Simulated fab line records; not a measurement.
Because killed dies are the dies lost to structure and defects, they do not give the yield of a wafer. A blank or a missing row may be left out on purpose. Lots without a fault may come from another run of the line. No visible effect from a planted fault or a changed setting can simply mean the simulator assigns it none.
fab line records	flow sky130
record: lots: 6	wafers: 18	last_day: 50
route steps=708 shown FIELD_ISO@15 PAD_OPEN@708
lots with no fault: from the same line, run without faults
start_h: hours from the record's first day to the start of the lot's first wafer shown	wait_h: how many hours have passed since the lot's step before this one	" the same as in the row above	L1.1+2: a single row standing in for several wafers	- no value, or no start given	* or withheld: withheld	< > ~ a bound
route shown NAME@n: a module of which the file shows steps, and the number in the route of the first	usual: mean/standard deviation taken from wafers without a fault	same: alike in all rows	chamber/n: place in a boat	sites: each site's reading	_std_site: standard deviation across them	_edge_site: the outer-site mean with the inner-site mean subtracted	radius_mm: for every site, how far away it sits from the centre of the wafer	mask NAME#n: copy n	behind: the last tool/chamber to shape the wafer	hold: why the lot went on hold/how many hours it stayed there/how the hold came to an end	device: the transistor (n, p or np) that didn't switch	end of line: the route-end tests of the same wafers	where a step has no rows: the recipe by itself	killed: dies lost to structure and defects at the first sort, not the wafer's yield	map: shows each die of a wafer: x if killed, . if not, _ if none is there
set.NAME: the setting that was run; set.NAME@STEP: the one run at that earlier step	model.NAME: the simulator's own value behind a step, which no gauge read
a table for each step, a row for each wafer; lots at some steps of the route
services: a tool's chamber out of use, with start hour (start_h, from the record's first day; less than 0 if before it), hours out, and reason
== steps ==
step: SKY_FIELD_ISO_ETCH_14
recipe: chemistry: N2/H2	target: BARC	ion_energy_ev: 200	source_w: 500	bias_w: 100	pressure_mtorr: 30	n2_flow_sccm: 100	h2_flow_sccm: 200	stop_on: SiO2	time_s: 45.9	target_depth_a: 600
usual: drypump_motor_current_A: 5.6/0.44	oes_product_au: 0.853/0.0048	rf_fwd_power_W: 494.6/1.8	throttle_valve_pct: 13.224/0.01
lot.wafer	tool	chamber	start_h	wait_h	drypump_motor_current_A	oes_product_au	rf_fwd_power_W	rf_hours_counter_h	throttle_valve_pct
L414.1	rie_diel-04	3	34.05	0.1	5.6	0.859	496.1	18	13.221
L414.4	"	1	"	"	6.0	0.861	495.7	-	13.223
L414.5	"	0	"	"	6.0	0.862	495.3	-	13.214
L419.2	rie_diel-04	0	58.86	0.1	6.0	0.855	495.5	6	13.236
L419.4	"	2	"	"	5.4	0.848	494.7	106	13.241
L419.5	"	1	"	"	6.0	0.858	496.8	-	13.241
L422.1	rie_diel-04	0	75.61	0.1	6.0	0.852	494.6	6	13.201
L422.5	"	3	"	"	5.6	0.842	496.8	-	13.218
L422.6	"	2	"	"	5.3	0.856	495.9	-	13.226
L426.2	rie_diel-01	2	96.99	0.1	4.7	0.852	492.0	163	13.220
L426.4	"	1	"	"	5.2	0.856	496.5	7	13.216
L426.6	"	2	"	"	4.7	0.856	493.4	-	13.220
L431.1	rie_diel-04	3	126.01	0.1	5.6	0.849	495.5	20	13.224
L431.5	"	3	"	"	5.6	0.854	494.2	-	13.227
L431.6	"	2	"	"	5.3	0.848	495.1	-	13.232
L434.2	rie_diel-04	3	136.91	0.1	5.6	0.852	495.1	21	13.215
L434.5	"	0	"	"	5.9	0.851	492.8	-	13.219
L434.6	"	1	"	"	6.0	0.855	498.8	-	13.232
step: SKY_FIELD_ISO_ETCH_15
recipe: chemistry: CHF3/O2	target_depth_nm: 180	stop_on: Si	source_w: 600	bias_w: 200	pressure_mtorr: 40	chf3_flow_sccm: 50	O2_flow_sccm: 5	time_s: 72
usual: drypump_motor_current_A: 5.6/0.45	oes_product_au: 0.946/0.0063	rf_fwd_power_W: 595.6/1.8	throttle_valve_pct: 8.843/0.0093
lot.wafer	tool	chamber	start_h	wait_h	drypump_motor_current_A	oes_product_au	rf_fwd_power_W	rf_hours_counter_h	throttle_valve_pct
L414.1	rie_diel-04	3	34.09	0.0	5.6	0.948	597.9	18	8.847
L414.4	"	1	"	"	6.0	0.948	596.0	-	8.840
L414.5	"	0	"	"	6.0	0.946	598.3	-	8.832
L419.2	rie_diel-04	0	58.90	0.0	5.9	0.935	594.7	6	8.856
L419.4	"	2	"	"	5.3	0.946	595.5	106	8.851
L419.5	"	1	"	"	6.0	0.939	598.9	-	8.835
L422.1	rie_diel-04	0	75.65	0.0	5.9	0.951	594.8	6	8.830
L422.5	"	3	"	"	5.6	0.943	595.8	-	8.838
L422.6	"	2	"	"	5.3	0.945	596.1	-	8.852
L426.2	rie_diel-01	2	97.04	0.0	4.7	0.948	598.7	163	8.863
L426.4	"	1	"	"	5.2	0.945	597.3	7	8.854
L426.6	"	2	"	"	4.7	0.957	594.1	-	8.827
L431.1	rie_diel-04	3	126.05	0.0	5.6	0.943	597.2	20	8.841
L431.5	"	3	"	"	5.6	0.939	597.6	-	8.853
L431.6	"	2	"	"	5.3	0.953	597.0	-	8.842
L434.2	rie_diel-04	3	136.96	0.0	5.6	0.940	600.0	21	8.843
L434.5	"	0	"	"	5.9	0.935	596.5	-	8.824
L434.6	"	1	"	"	6.0	0.939	596.7	-	8.843
step: SKY_FIELD_ISO_STRIP_16
recipe: chemistry: O2/N2	power_w: 1400	pressure_mtorr: 1500	platen_temp_c: withheld	o2_flow_sccm: 3000	n2_flow_sccm: 300	overash_fraction: 0.5
usual: drypump_motor_current_A: 5.75/0.26	oes_product_au: 0.378/0.0051	strip_time_to_endpoint_s: 3.552/0.028
lot.wafer	tool	chamber	start_h	wait_h	drypump_motor_current_A	oes_product_au	rf_hours_counter_h	strip_time_to_endpoint_s
L414.1	plasma_asher-04	1	34.14	0.0	5.69	0.375	36	3.572
L414.4	"	1	"	"	5.74	0.385	-	3.575
L414.5	"	1	"	"	5.71	0.385	-	3.581
L419.2	plasma_asher-03	0	58.95	0.0	5.23	0.383	38	3.518
L419.4	"	0	"	"	5.21	0.382	-	3.566
L419.5	"	0	"	"	5.18	0.379	-	3.586
L422.1	plasma_asher-04	1	75.70	0.0	5.73	0.369	40	3.531
L422.5	"	1	"	"	5.72	0.374	-	3.554
L422.6	"	0	"	"	5.78	0.378	-	3.551
L426.2	plasma_asher-03	0	97.09	0.0	5.23	0.379	42	3.516
L426.4	"	0	"	"	5.22	0.376	-	3.565
L426.6	"	1	"	"	5.55	0.372	-	3.499
L431.1	plasma_asher-04	1	126.10	0.0	5.72	0.372	45	3.521
L431.5	"	1	"	"	5.70	0.375	-	3.517
L431.6	"	0	"	"	5.78	0.374	-	3.545
L434.2	plasma_asher-03	0	137.01	0.0	5.25	0.384	2	3.548
L434.5	"	0	"	"	5.22	0.378	-	3.534
L434.6	"	1	"	"	5.56	0.366	-	3.571
step: SKY_FIELD_ISO_ETCH_17
recipe: target_depth_a: 3420	mask_material: Si3N4	chemistry: HBr/Cl2/O2	target: Si	taper_deg: 5	icp_w: 600	bias_w: 150	pressure_mtorr: 15	HBr_flow_sccm: 150	Cl2_flow_sccm: 40	O2_flow_sccm: 6	time_s: 97.7
usual: drypump_motor_current_A: 6.1/0.42	oes_product_au: 0.998/0.011	rf_fwd_power_W: 596.0/2	throttle_valve_pct: 25.657/0.011
lot.wafer	tool	chamber	start_h	wait_h	drypump_motor_current_A	oes_product_au	rf_fwd_power_W	rf_hours_counter_h	throttle_valve_pct
L414.1	rie_si-02	0	34.24	0.1	6.3	0.987	592.0	141	25.656
L414.4	"	1	"	"	6.8	1.001	595.9	70	25.639
L414.5	"	2	"	"	6.5	0.997	594.7	-	25.664
L419.2	rie_si-01	3	59.05	0.1	5.7	0.989	597.2	24	25.654
L419.4	"	0	"	"	6.3	1.006	597.2	114	25.647
L419.5	"	1	"	"	5.7	0.983	595.9	-	25.667
L422.1	rie_si-01	1	75.80	0.1	5.7	0.976	595.1	12	25.678
L422.5	"	0	"	"	6.3	0.997	594.7	-	25.669
L422.6	"	3	"	"	5.7	0.978	595.3	-	25.658
L426.2	rie_si-02	3	97.19	0.1	5.9	1.007	595.3	48	25.653
L426.4	"	0	"	"	6.3	0.993	593.8	142	25.673
L426.6	"	1	"	"	6.7	1.020	599.5	-	25.648
L431.1	rie_si-02	2	126.20	0.1	6.5	0.986	598.0	78	25.661
L431.5	"	3	"	"	5.9	1.007	597.4	-	25.662
L431.6	"	2	"	"	6.5	0.993	597.8	-	25.662
L434.2	rie_si-01	2	137.11	0.1	5.4	0.996	594.9	18	25.668
L434.5	"	0	"	"	6.3	1.005	594.2	-	25.647
L434.6	"	1	"	"	5.7	0.986	593.6	-	25.675
step: SKY_FIELD_ISO_WET_ETCH_18
recipe: chemistry: H3PO4	target_depth_nm: 25	temp_c: 160	target: Si3N4	time_s: 286
step: SKY_FIELD_ISO_CLEAN_19
recipe: chemistry: SC1/SC2	mix: 1:4:20	temp_c: 70	time_s: 150
step: SKY_FIELD_ISO_CLEAN_20
recipe: chemistry: dHF	time_s: 20	dilution: 100:1
step: SKY_FIELD_ISO_WET_ETCH_21
recipe: chemistry: dHF	dilution: 100:1	target_depth_nm: 20	dry: ipa_marangoni	target: SiO2	temp_c: 25	time_s: 400
step: SKY_FIELD_ISO_OXIDATION_22
recipe: temp_c: 950	ambient: O2	stabilise_s: 600	purge_s: 300	target_thk_a: 100	ox_time_s: 623
step: SKY_FIELD_ISO_THK_MEAS_23
recipe: reads: SiO2_of_FIELD_ISO_OXIDATION_22
usual: FIELD_ISO_OXIDATION_01_THK: 9.83/0.21
lot.wafer	tool	chamber	start_h	wait_h	FIELD_ISO_OXIDATION_01_THK[nm]
L414.1	film_metro-02	-	36.51	0.0	9.72
L414.4	"	-	"	"	9.48
L414.5	"	-	"	"	9.52
L419.2	film_metro-04	-	61.53	0.0	10.10
L419.4	"	-	"	"	9.94
L419.5	"	-	"	"	10.00
L422.1	film_metro-03	-	79.34	0.0	10.05
L422.5	"	-	"	"	9.92
L422.6	"	-	"	"	10.06
L426.2	film_metro-03	-	100.26	0.0	9.91
L426.4	"	-	"	"	9.86
L426.6	"	-	"	"	9.98
L431.1	film_metro-03	-	133.84	0.0	9.83
L431.5	"	-	"	"	10.03
L431.6	"	-	"	"	9.85
L434.2	film_metro-02	-	143.43	0.0	9.66
L434.5	"	-	"	"	9.48
L434.6	"	-	"	"	9.49
step: SKY_FIELD_ISO_CVD_24
recipe: material: SiO2	target_thk_nm: 595	temp_c: 650	sigma_open_frac: 0.3	time_s: 99.2	sih4_flow_sccm: 60	pressure_mtorr: 6
step: SKY_FIELD_ISO_THK_MEAS_25
recipe: reads: SiO2_of_FIELD_ISO_CVD_24
usual: FIELD_ISO_CVD_24_THK: 599/5.5
lot.wafer	tool	chamber	start_h	wait_h	FIELD_ISO_CVD_24_THK[nm]
L414.1	film_metro-04	-	36.65	0.0	601
L414.4	"	-	"	"	606
L414.5	"	-	"	"	609
L419.2	film_metro-02	-	61.66	0.0	592
L419.4	"	-	"	"	592
L419.5	"	-	"	"	586
L422.1	film_metro-03	-	79.47	0.0	593
L422.5	"	-	"	"	602
L422.6	"	-	"	"	607
L426.2	film_metro-04	-	100.39	0.0	595
L426.4	"	-	"	"	586
L426.6	"	-	"	"	588
L431.1	film_metro-04	-	133.97	0.0	595
L431.5	"	-	"	"	597
L431.6	"	-	"	"	594
L434.2	film_metro-02	-	143.57	0.0	601
L434.5	"	-	"	"	591
L434.6	"	-	"	"	603
step: SKY_FIELD_ISO_ANNEAL_26
recipe: temp_c: 1000	time_s: 1800	ambient: N2
usual: spike_tc_centre_C: 1001.6/1.1
lot.wafer	tool	chamber	start_h	wait_h	spike_tc_centre_C
L414.1	furnace-01	0	37.35	0.7	1001.7
L414.4	"	0	"	"	1003.3
L414.5	"	0	"	"	1002.5
L419.2	furnace-02	0	62.91	1.2	1001.8
L419.4	"	0	"	"	1001.6
L419.5	"	0	"	"	1002.5
L422.1	furnace-02	0	79.53	0.1	1002.0
L422.5	"	0	"	"	1002.0
L422.6	"	0	"	"	1001.9
L422.1	furnace-01	0	81.73	0.7	1000.6
L422.5	"	0	"	"	1001.7
L422.6	"	0	"	"	1002.9
L426.2	furnace-02	0	105.95	5.6	1001.5
L426.4	"	0	"	"	999.9
L426.6	"	0	"	"	1001.5
L426.2	furnace-02	0	109.97	2.5	1000.6
L426.4	"	0	"	"	1001.4
L426.6	"	0	"	"	1001.9
L431.1	furnace-02	0	140.75	6.8	1001.3
L431.5	"	0	"	"	1002.6
L431.6	"	0	"	"	1001.0
L434.2	furnace-02	0	149.11	5.5	1002.9
L434.5	"	0	"	"	1001.1
L434.6	"	0	"	"	1002.1
step: SKY_FIELD_ISO_CMP_27
recipe: stop_on: Si3N4	t_overpolish_s: 16	down_force_psi: 4	platen_rpm: 60	target_thk_nm: 457.8	pad_velocity_m_s: 0.94248
usual: edge_zone_pressure_frac: 1.001/0.0049	motor_current_A: 12.7/0.81	overpolish_run_s: 16.000/0.0095	time_to_endpoint_s: 113/4.4
same: t_overpolish_s: 16
lot.wafer	tool	chamber	start_h	wait_h	edge_zone_pressure_frac	motor_current_A	overpolish_run_s	time_to_endpoint_s
L414.1	cmp-01	0	38.90	0.1	0.999	12.4	15.999	116
L414.4	"	1	"	"	0.995	11.8	16.003	118
L414.5	"	3	"	"	1.003	12.3	15.991	114
L419.2	cmp-01	0	64.41	0.0	1.004	13.0	15.990	114
L419.4	"	3	"	"	0.992	12.5	15.983	107
L419.5	"	0	"	"	1.004	11.9	15.994	109
L422.1	cmp-02	2	83.38	0.1	0.997	13.6	15.991	116
L422.5	"	3	"	"	1.006	11.7	16.024	110
L422.6	"	0	"	"	0.994	12.8	15.997	118
L426.2	cmp-02	3	111.47	0.0	1.009	11.8	16.009	108
L426.4	"	0	"	"	0.996	12.8	15.995	113
L426.6	"	3	"	"	0.997	11.7	15.994	104
L431.1	cmp-01	2	142.40	0.1	0.997	13.6	16.002	111
L431.5	"	3	"	"	1.004	12.5	16.001	112
L431.6	"	0	"	"	1.008	11.9	15.996	110
L434.2	cmp-02	0	150.66	0.1	0.988	13.0	16.003	117
L434.5	"	3	"	"	1.007	11.6	15.977	110
L434.6	"	0	"	"	0.991	13.3	16.014	115
step: SKY_PAD_OPEN_PROBE_99
usual: killed_at_M0_to_M3: 44/7.3	killed_at_M4_up: 3.2/1.8	killed_at_contacts: 24/5.4	killed_at_front_end: 16/4.4	killed_at_other: 0.3/0.48	killed_dies: 86/9.5	killed_open: 47/7.7	killed_short: 39/6.4
same: gross_dies: 492	killed_at_back_side: 0
lot.wafer	tool	chamber	start_h	wait_h	killed_at_M0_to_M3	killed_at_M4_up	killed_at_contacts	killed_at_front_end	killed_at_other	killed_dies	killed_open	killed_short
L414.1	prober-02	-	1070.23	0.1	43	2	30	9	0	84	52	32
L414.4	prober-02	-	1070.38	0.2	33	5	22	11	0	71	44	27
L414.5	prober-02	-	1070.43	0.2	40	2	23	12	0	77	41	36
L419.2	prober-02	-	1102.24	0.1	47	2	25	19	1	94	45	49
L419.4	prober-02	-	1102.34	0.2	41	2	21	18	1	83	52	31
L419.5	prober-02	-	1102.39	0.2	46	1	18	21	0	86	45	41
L422.1	prober-01	-	1124.09	0.1	44	1	23	14	0	82	47	35
L422.5	prober-01	-	1124.29	0.2	51	5	32	11	0	99	55	44
L422.6	prober-01	-	1124.34	0.2	60	1	24	16	0	101	55	46
L426.2	prober-01	-	1155.77	0.1	47	1	18	17	0	83	52	31
L426.4	prober-01	-	1155.87	0.2	33	3	21	14	0	71	44	27
L426.6	prober-01	-	1155.97	0.2	39	5	25	15	0	84	51	33
L431.1	prober-02	-	1189.79	0.1	56	3	14	11	0	84	44	40
L431.5	prober-02	-	1189.99	0.2	34	6	27	22	0	89	49	40
L431.6	prober-02	-	1190.04	0.2	55	0	24	20	2	101	53	48
L434.2	prober-02	-	1200.64	0.1	42	6	16	13	0	77	43	34
L434.5	prober-02	-	1200.79	0.2	42	3	26	23	0	94	55	39
L434.6	prober-02	-	1200.84	0.2	36	0	21	14	0	71	38	33
killed by level:class
L414.1 LI_CONTACT:geometric_particle:open=11 CONTACT:geometric_particle:open=11 VIA1:geometric_particle:open=11 VIA3:geometric_particle:open=8 METAL1:geometric_particle:short=6 METAL2:geometric_particle:short=6 VIA2:geometric_particle:short=4 FIELD_ISO:geometric_particle:open=3
L414.4 CONTACT:geometric_particle:open=9 VIA1:geometric_particle:open=9 LI_CONTACT:geometric_particle:open=6 POLY_GATE:geometric_particle:open=5 METAL1:geometric_particle:short=5 VIA3:geometric_particle:open=5 LOCAL_INTERCONNECT:geometric_particle:short=4 VIA2:geometric_particle:short=3
L414.5 VIA1:geometric_particle:open=12 VIA2:geometric_particle:open=8 LI_CONTACT:geometric_particle:open=7 LOCAL_INTERCONNECT:geometric_particle:short=6 CONTACT:geometric_particle:open=5 METAL1:geometric_particle:short=5 VIA1:geometric_particle:short=5 FIELD_ISO:geometric_particle:short=4
L419.2 CONTACT:geometric_particle:open=15 VIA1:geometric_particle:open=8 FIELD_ISO:geometric_particle:short=7 VIA2:geometric_particle:open=7 METAL2:geometric_particle:short=6 VIA1:geometric_particle:short=5 VIA2:geometric_particle:short=5 METAL3:geometric_particle:short=5
L419.4 FIELD_ISO:geometric_particle:open=11 CONTACT:geometric_particle:open=10 VIA1:geometric_particle:open=9 LI_CONTACT:geometric_particle:open=6 VIA3:geometric_particle:open=4 METAL1:geometric_particle:short=4 METAL3:geometric_particle:short=4 VIA1:geometric_particle:short=4
L419.5 VIA1:geometric_particle:open=11 METAL2:geometric_particle:short=10 FIELD_ISO:geometric_particle:open=8 CONTACT:geometric_particle:open=7 METAL1:geometric_particle:short=7 LOCAL_INTERCONNECT:geometric_particle:short=6 POLY_GATE:geometric_particle:open=5 VIA2:geometric_particle:open=5
L422.1 VIA3:geometric_particle:open=9 CONTACT:geometric_particle:open=8 VIA1:geometric_particle:open=8 FIELD_ISO:geometric_particle:open=5 VIA3:geometric_particle:short=5 FIELD_ISO:geometric_particle:short=4 LI_CONTACT:geometric_particle:open=4 CONTACT:geometric_particle:short=4
L422.5 CONTACT:geometric_particle:open=11 VIA1:geometric_particle:open=10 VIA2:geometric_particle:open=9 CONTACT:geometric_particle:short=7 LI_CONTACT:geometric_particle:open=6 VIA3:geometric_particle:open=6 LOCAL_INTERCONNECT:geometric_particle:short=5 METAL1:geometric_particle:open=4
L422.6 VIA1:geometric_particle:short=12 VIA1:geometric_particle:open=11 VIA3:geometric_particle:open=9 LI_CONTACT:geometric_particle:open=8 METAL1:geometric_particle:short=7 CONTACT:geometric_particle:open=7 VIA2:geometric_particle:open=6 CONTACT:geometric_particle:short=5
L426.2 VIA1:geometric_particle:open=15 VIA1:geometric_particle:short=10 CONTACT:geometric_particle:open=9 VIA3:geometric_particle:open=7 VIA2:geometric_particle:open=5 FIELD_ISO:geometric_particle:short=4 FIELD_ISO:geometric_particle:open=4 POLY_GATE:geometric_particle:short=3
L426.4 CONTACT:geometric_particle:open=9 VIA2:geometric_particle:open=7 VIA1:geometric_particle:open=6 FIELD_ISO:geometric_particle:open=5 LI_CONTACT:geometric_particle:open=5 VIA3:geometric_particle:open=5 POLY_CUT:geometric_particle:short=3 METAL3:geometric_particle:short=3
L426.6 CONTACT:geometric_particle:open=9 LI_CONTACT:geometric_particle:open=9 VIA2:geometric_particle:open=7 VIA1:geometric_particle:open=6 FIELD_ISO:geometric_particle:short=5 VIA3:geometric_particle:open=5 METAL1:geometric_particle:short=5 METAL2:geometric_particle:short=4
L431.1 VIA3:geometric_particle:open=16 VIA1:geometric_particle:open=8 VIA1:geometric_particle:short=7 METAL2:geometric_particle:short=7 CONTACT:geometric_particle:open=6 VIA2:geometric_particle:open=5 FIELD_ISO:geometric_particle:open=4 POLY_GATE:geometric_particle:short=4
L431.5 CONTACT:geometric_particle:open=12 VIA1:geometric_particle:open=9 LI_CONTACT:geometric_particle:open=7 FIELD_ISO:geometric_particle:open=6 VIA1:geometric_particle:short=6 FIELD_ISO:geometric_particle:short=5 POLY_GATE:geometric_particle:short=4 LI_CONTACT:geometric_particle:short=4
L431.6 VIA1:geometric_particle:open=18 CONTACT:geometric_particle:open=8 FIELD_ISO:geometric_particle:short=7 METAL1:geometric_particle:short=6 VIA2:geometric_particle:open=6 FIELD_ISO:geometric_particle:open=5 LI_CONTACT:geometric_particle:open=5 LOCAL_INTERCONNECT:geometric_particle:short=5
L434.2 VIA1:geometric_particle:open=13 VIA1:geometric_particle:short=8 VIA3:geometric_particle:open=7 FIELD_ISO:geometric_particle:open=5 CONTACT:geometric_particle:open=5 VIA2:geometric_particle:open=5 LOCAL_INTERCONNECT:geometric_particle:short=4 METAL4:geometric_particle:short=4
L434.5 CONTACT:geometric_particle:open=12 VIA3:geometric_particle:open=10 VIA1:geometric_particle:open=9 FIELD_ISO:geometric_particle:short=8 VIA2:geometric_particle:open=8 METAL1:geometric_particle:short=7 FIELD_ISO:geometric_particle:open=5 POLY_GATE:geometric_particle:short=5
L434.6 CONTACT:geometric_particle:open=9 VIA1:geometric_particle:open=7 VIA2:geometric_particle:open=6 VIA2:geometric_particle:short=5 FIELD_ISO:geometric_particle:short=4 POLY_GATE:geometric_particle:short=4 CONTACT:geometric_particle:short=4 VIA3:geometric_particle:open=4
== services ==
tool	chamber	start_h	hours	kind
cmp-02	-	11.00	6.1	pm
cmp-02	-	22.71	1.5	repair
rie_diel-04	2	32.93	1.5	repair
cmp-01	-	35.80	1.5	repair
rie_diel-01	2	47.76	10.7	repair
rie_si-02	-	51.06	14.6	pm
cmp-02	-	56.12	1.5	repair
furnace-01	-	62.77	5.0	pm
rie_diel-01	1	63.55	2.5	repair
cmp-02	-	64.00	4.0	pm
cmp-02	-	68.00	-	consumable_replace:conditioner
cmp-02	-	68.00	-	consumable_replace:pad
cmp-02	-	69.95	1.0	repair
furnace-01	-	71.62	2.8	pm
cmp-02	-	82.19	0.9	repair
cmp-01	-	102.13	4.3	pm
rie_diel-01	1	104.35	13.0	repair
plasma_asher-03	-	108.75	9.0	pm
plasma_asher-03	0	108.75	9.0	vent_cycle
plasma_asher-03	1	108.75	9.0	vent_cycle
plasma_asher-03	0	117.75	-	clean
plasma_asher-03	1	117.75	-	clean
rie_si-02	0	118.03	-	clean
cmp-02	-	134.24	0.5	repair
== key ==
first_sign: step: SKY_FIELD_ISO_ANNEAL_26	reading: visit	direction: added
effect none on later readings
met_at SKY_FIELD_ISO_ANNEAL_26
struck_wafers L422.1,L422.5,L422.6,L426.2,L426.4,L426.6
tester_left_out L422,L426
fault: kind: repeated_step_whole	tool: furnace-01,furnace-02	chamber: -	onset_h: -	steps: SKY_FIELD_ISO_ANNEAL_26	times: 1	scope: struck_lots_only
tester_left_out: of these lots the tester's yield and bins aren't shown, on N5 and GAA mostly nor the transistor test; their killed dies are dies lost to structure and defects alone, not to doping, threshold or leakage, so they don't give the yield
